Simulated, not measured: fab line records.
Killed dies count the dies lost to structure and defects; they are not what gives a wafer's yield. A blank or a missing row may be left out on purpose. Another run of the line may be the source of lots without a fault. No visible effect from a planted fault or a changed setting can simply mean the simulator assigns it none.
Split-lot study -- flow sky130 -- on a route of 708 steps: 5 lots, 23 wafers read

SPLIT DETAILS
At SKY_METAL2_SPUTTER_04 (material TiN, target thk 70 nm, time 58.3 s), the setting time s was moved away from the recipe's 58.3 s on 11 of the 23 wafers read, by -9.0% to +10.1%. The other wafers ran this setting at the recipe's value.

The reading comes from the split's own step.

THE READING
TiN_of_METAL2_SPUTTER_04.thk nm (the simulator's own value, which no gauge read), in nm, at SKY_METAL2_SPUTTER_04 (material TiN, target thk 70 nm, time 58.3 s). The file gives no usual value for it. Here, 12 wafers ran the recipe; their average is 70.17 nm with a standard deviation of 0.72 nm.

wafer,"tool, chamber at the split","time s as run, s",against the recipe,"TiN_of_METAL2_SPUTTER_04.thk nm, nm",against lot-mates on the recipe
L077.1,"pvd sputter-01, -",58.3,recipe,70.92,-
L077.4,"pvd sputter-01, -",58.3,recipe,70.43,-
L077.6,"pvd sputter-01, -",58.3,recipe,70.94,-
L078.1,"pvd sputter-01, -",64.18,+10.1%,76.49,+6.95
L078.2,"pvd sputter-01, -",58.3,recipe,68.94,-
L078.4,"pvd sputter-01, -",64.18,+10.1%,77.07,+7.53
L078.5,"pvd sputter-01, -",58.3,recipe,69.07,-
L078.6,"pvd sputter-01, -",58.3,recipe,70.6,-
L081.1,"pvd sputter-02, -",61.34,+5.2%,74.34,+4.56
L081.2,"pvd sputter-02, -",58.3,recipe,69.52,-
L081.3,"pvd sputter-02, -",61.34,+5.2%,74.45,+4.67
L081.4,"pvd sputter-02, -",58.3,recipe,70.03,-
L081.5,"pvd sputter-02, -",61.34,+5.2%,75.04,+5.27
L083.1,"pvd sputter-02, -",53.03,-9.0%,63.93,-6.49
L083.3,"pvd sputter-02, -",58.3,recipe,70.13,-
L083.4,"pvd sputter-02, -",53.03,-9.0%,64.71,-5.72
L083.5,"pvd sputter-02, -",53.03,-9.0%,64.14,-6.28
L083.6,"pvd sputter-02, -",58.3,recipe,70.72,-
L082.2,"pvd sputter-04, -",58.3,recipe,71.18,-
L082.3,"pvd sputter-04, -",58.3,recipe,69.53,-
L082.4,"pvd sputter-04, -",55.4,-5.0%,65.88,-4.48
L082.5,"pvd sputter-04, -",55.4,-5.0%,66.21,-4.15
L082.6,"pvd sputter-04, -",55.4,-5.0%,67.19,-3.17

THE FIT
A straight line over all 23 wafers: TiN_of_METAL2_SPUTTER_04.thk nm changes by +0.694 nm for each +1% of time s; r = +0.98; the points scatter about the line by 0.72 nm.
The same after taking each lot's own level away (the mean of its wafers on the recipe; 23 wafers): +0.742 nm for each +1%; r = +0.99; scatter 0.64 nm.
The reading moves by 7.5 nm for the largest change in time s, on that fit.
The span of the lots' own levels, 69.537 to 70.763 nm, comes to 1.7 times the standard deviation stated above.
The two slopes are in agreement: the lot-to-lot level therefore moves the slope only a little.
Check: +7.82 nm against its lot-mates is what the line predicts for one of the wafers moved furthest among these (+10.1%) when that wafer is left out of the fit. It came out at +6.95 nm against them.

ADDITIONAL SPLITS CARRIED BY THESE WAFERS
Other splits were also applied to these wafers ahead of the reading. Each is held against what the fit with the lots' levels taken away leaves over:
other split on the same wafers,wafers away from the commonest value,r with TiN_of_METAL2_SPUTTER_04.thk nm (lot level and that fit taken away)
SKY_CONTACT_DEVELOP_13 develop time s,10,+0.18
SKY_CONTACT_SPUTTER_23 chamber pressure pa,15,+0.25
SKY_METAL1_SPUTTER_03 time s,7,+0.01
SKY_VIA1_HDPCVD_00 sih4 flow sccm,11,+0.11
SKY_METAL2_SPUTTER_02 power w,7,-0.24

FILE'S OWN FIT
TiN_of_METAL2_SPUTTER_04.thk nm changes by +0.737 nm for each +1% of time s, r = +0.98.
